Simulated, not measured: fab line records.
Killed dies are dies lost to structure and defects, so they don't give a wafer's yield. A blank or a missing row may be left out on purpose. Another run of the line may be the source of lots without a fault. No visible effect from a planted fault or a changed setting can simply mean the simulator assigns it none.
Struck lot and sound lot, side by side / flow sky130 / 16 steps out of a route of 708
Sound: these wafers, L260.1, L260.4, L260.5. Wafers L275.2, L275.4, L275.5 were the ones struck. At the end, the cause is stated.
Each step with rows lists, per side, the tool, then ch with its chambers, then its first start. Under that, the readings that differ: sound wafers / struck wafers / difference of the means / sigmas: that difference in standard deviations of wafers without a fault.
alike: words and numbers the same on both sides, and readings whose means are apart by under 2 such deviations; not compared: readings that were withheld, readings missing a value for some wafer, numbers with overlapping values and no deviation given by the record, and bounds like >300 which may hide the same value.
The two part at a step that has a row with sigmas, a row that says differs or no value, or rows on one side only. Numbers that have no deviation but don't overlap get no sigmas and don't part them. A reading that every wafer of one side lacks parts them only if that side has two wafers or more.

SKY_GATE_OXIDE_TW_MEAS_14:
  sound: filmMetro-01 at day 14 01:05; struck: filmMetro-02 at day 19 20:27
  alike: GATE_OXIDE_TW
then, 3 steps without rows for these wafers: SKY_GATE_OXIDE_CLEAN_15 (cleans in SC1/SC2, time 150 s); SKY_GATE_OXIDE_OXIDATION_16 (stabilise 600 s, purge 300 s, target thk 3.57 nm); SKY_POLY_GATE_CVD_00 (deposits poly-Si, target thk 180 nm, time 720 s).
SKY_POLY_GATE_THK_MEAS_01:
  sound: filmMetro-03 at day 14 03:55; struck: filmMetro-02 at day 19 23:58
  alike: POLY_GATE_CVD_00_THK
then, 7 steps without rows for these wafers: SKY_RES_PROTECT_DEHYDRATE_00 (time 60 s); SKY_RES_PROTECT_HMDS_01 (prime time 60 s); SKY_RES_PROTECT_COAT_02 (resist thk 1140 nm); SKY_RES_PROTECT_SOFTBAKE_03 (time 60 s); SKY_RES_PROTECT_EXPOSE_04 (exposes mask RPM, target cd 1270 nm); SKY_RES_PROTECT_PEB_05; SKY_RES_PROTECT_DEVELOP_06 (develop time 60 s).
SKY_POLY_GATE_IMPLANT_02:
  sound on implanter-04 ch 0, day 15 05:29; struck on implanter-04 ch 0, day 21 07:01
reading=beamOnS (s); sound=35.3 34.2 34.3; struck=22.6 22.2 22.9; difference=-12.0; sigmas=-5
reading=doseIonsCm2; sound=7.709e+15 7.706e+15 7.691e+15; struck=5.049e+15 5.056e+15 5.038e+15; difference=-2.654e+15; sigmas=-99 or more
SKY_RES_PROTECT_STRIP_07: strips in O2/N2.
  sound on plasmaAsher-01 ch 0, day 15 05:38; struck on plasmaAsher-02 ch 0,1, day 21 07:08
reading=oesProductAu (a.u.); sound=0.517 0.528 0.528; struck=0.547 0.534 0.541; difference=+0.016; sigmas=+4
reading=stripTimeToEndpointS (s); sound=23.28 23.26 23.28; struck=21.58 21.59 21.56; difference=-1.70; sigmas=-40
  alike: drypumpMotorCurrentA
  not compared: rfHoursCounterH
SKY_RES_PROTECT_TW_MEAS_08:
  sound: filmMetro-01 at day 15 05:44; struck: filmMetro-04 at day 21 07:15
  alike: POLY_GATE_TW
-- the record jumps here: 29 days lie between the struck wafers' starts before and after (it left off in module RES_PROTECT and takes up again in module PAD_OPEN, whose first step shown is number 708 of the route) --
SKY_PAD_OPEN_PROBE_99:
  sound: prober-02 at day 45 21:31; struck: prober-01 at day 49 19:55
reading=model.etest.resPoly.lineOhmUm; sound=509.6 494.3 494.4; struck=774.6 750.1 777.5; difference=+268.0; sigmas=
reading=model.etest.liconPoly.rcOhm; sound=151.3 150.7 152.9; struck=276.3 281.2 267.8; difference=+123.5; sigmas=
reading=model.etest.resPoly.rsOhmSq; sound=47.76 47.9 48.75; struck=72.11 71.97 70.99; difference=+23.55; sigmas=
reading=model.etest.resPoly.rsOhmSqRange; sound=1.098 0.6728 1.04; struck=3.744 4.066 3.847; difference=+2.949; sigmas=
reading=model.etest.nfet_01v8.vtLongV (V); sound=0.5444 0.5435 0.5417; struck=0.5577 0.5536 0.5517; difference=+0.0111; sigmas=
  alike: killed_at_M0_to_M3, killed_at_M4_up, killedAtContacts, killedAtFrontEnd, killedAtOther, killedDies, killedOpen, killedShort
  not compared: model.etest.resPoly.rsOhmSqRimLessCentre

## WHERE THEY PART
First at SKY_POLY_GATE_IMPLANT_02; last, within this record, at SKY_RES_PROTECT_STRIP_07. Later steps at which nothing parts them and some readings are alike: SKY_RES_PROTECT_TW_MEAS_08, SKY_PAD_OPEN_PROBE_99.

WHY: whatever the simulator had introduced
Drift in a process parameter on implanter-04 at SKY_POLY_GATE_IMPLANT_02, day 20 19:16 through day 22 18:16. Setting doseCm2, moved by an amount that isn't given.
